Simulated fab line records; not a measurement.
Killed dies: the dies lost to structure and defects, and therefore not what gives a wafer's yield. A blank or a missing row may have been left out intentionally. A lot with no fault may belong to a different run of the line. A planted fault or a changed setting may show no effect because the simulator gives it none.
8D (eight disciplines) problem report, filled in by code ; flow sky130 ; the parts of the form that need people (team, actions taken, sign-off) are left out

1. WHAT WENT WRONG
Mean METAL1_ALCU_RS at SKY_METAL1_RS_MEAS_05: 0.0958 ohm/sq over 5 wafers in 3 lots; fault-free wafers: 0.1271 ohm/sq, standard deviation 0.0013. That puts it -24 standard deviations away from the usual mean.
The step: measures by four-point-probe.
Earliest sighting: wafer L389.3 on film metro-02 at day 33 05:59. At this step, 30 wafers from 10 lots have a number in the record. By rule, "out" or "out of limits" means more than 4 standard deviations away from the usual mean. The other wafers with a number count as sound.

2. WHAT IT IS AND WHAT IT IS NOT
question;is;is not
which readings at this step;METAL1_ALCU_RS;-
which lots;L389, L390, L391;L386, L392, L401, L402, L404, L405, L406
which wafers of those lots;L389.3, L389.4, L390.2, L390.4, L391.4;L389.1, L390.6, L391.5, L391.6
read on which gauges;film metro-02, film metro-04;film metro-01
when;from day 33 05:59;"up to then (4 sound wafers); but 21 sound wafers of L390, L391, L392, L401, L402, L404, L405, L406 came after"

3. THE SUSPECTS, EACH WITH WHAT RULES IT OUT
Counting: if a tool at a process step up to the reading ran every lot that is out, it stays a suspect. Sound lots after the first of them don't rule it out here, since some wafers of a struck lot are sound.
- ruled out: the gauge at SKY_METAL1_RS_MEAS_05. The wafers that are out were read on 2 gauges (film metro-02, film metro-04).
- pvd sputter-03 at SKY_METAL1_SPUTTER_02 (material AlCu, target thk 250 nm, time 13.3 s): kept. Every lot that is out went through it, the first being L389 (day 33 05:54); the last sound lot it ran before that was L386 (day 32 06:08).
Remaining after the count: pvd sputter-03 at SKY_METAL1_SPUTTER_02.

4. THE CAUSE (what the simulator had put in)
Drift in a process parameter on pvd sputter-03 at SKY_METAL1_SPUTTER_02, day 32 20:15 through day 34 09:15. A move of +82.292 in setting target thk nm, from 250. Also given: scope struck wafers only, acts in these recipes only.
This tool alone remained once counting was done.

5. SEQUENCE OF EFFECTS, ordered by route
Rows list readings where the struck wafers' mean (over those with a number) sits beyond 3 standard deviations from the usual. Readings are gone through only where the record gives a usual standard deviation; hours: the median, over the lots, of the time from a lot's start at the first step in this table giving one to that lot's start at this step; sigmas: the change measured in usual standard deviations.
hours;step;reading;usual;on struck wafers;change;sigmas
0;SKY_METAL1_RS_MEAS_05;METAL1_ALCU_RS;0.1271 ohm/sq;0.0958;-0.0313;-24
0;SKY_METAL1_THK_MEAS_06;METAL1_ALCU_THK;251.4 nm;329.9;+78.5;+29
27;SKY_METAL1_METAL_ETCH_19;oes product au;0.854 a.u.;0.912;+0.058;+9.0
Process steps it contains:
- SKY_METAL1_METAL_ETCH_19: etches the open film in Cl2/BCl3, stops on SiO2, target depth 360 nm, time 78 s.

6. WHAT WOULD HAVE CAUGHT IT SOONER
Counted from the fault's start at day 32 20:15, it took 10 hours until the first out-of-limits reading at a measuring or inspecting step in this record, taken at day 33 05:59.
Tool readings at SKY_METAL1_SPUTTER_02 with a usual standard deviation given in the record: none out on any struck wafer, hence no alarm at a limit of 4 standard deviations on them.
Lots out: 3; of these, L390, L391 started SKY_METAL1_SPUTTER_02 on pvd sputter-03 after day 33 05:59. A hold on the tool at that time would have spared those 2.
